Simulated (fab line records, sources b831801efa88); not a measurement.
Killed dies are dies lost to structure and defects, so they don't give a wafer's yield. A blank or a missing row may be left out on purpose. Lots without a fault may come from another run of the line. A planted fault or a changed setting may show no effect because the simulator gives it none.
Which tool did it? | flow sky130 | 11 lots, 33 wafers sampled, at 4 steps of a route of 708

WHAT THE GAUGES READ, wafer by wafer
SKY_VIA4_THK_MEAS_01.
lot  | measured     | on            | VIA4_HDPCVD_THK (nm)
L506 | day 41 14:34 | film_metro-04 | 1751 1765 1755
L508 | day 42 04:47 | film_metro-03 | 1757 1793 1770
L509 | day 42 09:38 | film_metro-01 | 1787 1778 1770
L510 | day 43 11:06 | film_metro-03 | 1739 1737 1752
L512 | day 44 08:14 | film_metro-03 | 1761 1739 1755
L511 | day 44 09:14 | film_metro-04 | 1749 1742 1748
L514 | day 44 12:19 | film_metro-01 | 1774 1747 1765
L515 | day 44 13:50 | film_metro-04 | 1736 1741 1731
L513 | day 44 15:49 | film_metro-03 | 1754 1759 1746
L517 | day 44 22:27 | film_metro-03 | 2645 2606 2615
L519 | day 45 15:08 | film_metro-01 | 2635 2618 2624

WHICH TOOL RAN EACH LOT (tool, then ch and the chambers of the sampled wafers, then the start)
lot  | SKY_VIA3_CMP_24               | SKY_METAL4_SPUTTER_02        | SKY_VIA4_HDPCVD_00
L506 | cmp-01 ch 0,1, day 39 15:25   | pvd_sputter-04, day 39 15:46 | hdpcvd-01 ch 0,1, day 41 14:23
L508 | cmp-01 ch 1,2,3, day 40 04:44 | pvd_sputter-01, day 40 04:56 | hdpcvd-01 ch 1,2, day 42 04:36
L509 | cmp-02 ch 0,2, day 40 10:34   | pvd_sputter-03, day 40 10:55 | hdpcvd-01 ch 0,1, day 42 09:27
L510 | cmp-02 ch 1,2,3, day 41 09:46 | pvd_sputter-03, day 41 09:58 | hdpcvd-01 ch 0,1,2, day 43 10:59
L512 | cmp-01 ch 1,3, day 42 08:18   | pvd_sputter-04, day 42 08:36 | hdpcvd-01 ch 0,1, day 44 08:04
L511 | cmp-01 ch 0,1, day 42 09:22   | pvd_sputter-04, day 42 09:40 | hdpcvd-01 ch 0,2, day 44 09:04
L514 | cmp-02 ch 0,3, day 42 12:22   | pvd_sputter-01, day 42 12:43 | hdpcvd-01 ch 0,1, day 44 12:08
L515 | cmp-02 ch 1,2,3, day 42 14:32 | pvd_sputter-01, day 42 14:47 | hdpcvd-02 ch 0,1,2, day 44 13:40
L513 | cmp-01 ch 0,1,3, day 42 16:21 | pvd_sputter-03, day 42 16:39 | hdpcvd-02 ch 0,1,2, day 44 15:38
L517 | cmp-02 ch 1,2,3, day 43 00:41 | pvd_sputter-03, day 43 01:02 | hdpcvd-01 ch 0,1,2, day 44 22:16
L519 | cmp-02 ch 0,2,3, day 43 16:14 | pvd_sputter-03, day 43 16:36 | hdpcvd-01 ch 0,1,2, day 45 14:58
- SKY_VIA3_CMP_24: polishes, stops on SiO2, t overpolish 20 s, target thk 0 nm.
- SKY_METAL4_SPUTTER_02: material AlCu, target thk 735 nm, time 39.1 s.
- SKY_VIA4_HDPCVD_00: deposits SiO2, target thk 1750 nm, time 291.7 s.

THE ANSWER, worked out from the rows above alone
Rule: what is usual is taken from the lots themselves. Put in order of their means at a reading, lots are off if they are a third of the lots or fewer, leave a main group of 4 or more, and stand apart from it by a gap of 3 or more times the standard deviation of the main group's means; of several such gaps the widest counts. A main group whose means are all the same, to the digits that the tables above print for the reading, isn't used. A lot without any number at a reading at which 4 lots or more have one is off too. The other lots that the step has rows for count as sound.
Off: L517, L519, at SKY_VIA4_THK_MEAS_01 (VIA4_HDPCVD_THK). The main group: mean 1756 nm, standard deviation 13.
A tool fits if, at a process step before that reading, it ran every lot that is off, and no sound lot after the first of them. The gauges at SKY_VIA4_THK_MEAS_01 are tried like those tools. Can't be told from this: 3 tools fit, cmp-02 at SKY_VIA3_CMP_24, pvd_sputter-03 at SKY_METAL4_SPUTTER_02, hdpcvd-01 at SKY_VIA4_HDPCVD_00.

WHAT THE SIMULATOR HAD PUT IN
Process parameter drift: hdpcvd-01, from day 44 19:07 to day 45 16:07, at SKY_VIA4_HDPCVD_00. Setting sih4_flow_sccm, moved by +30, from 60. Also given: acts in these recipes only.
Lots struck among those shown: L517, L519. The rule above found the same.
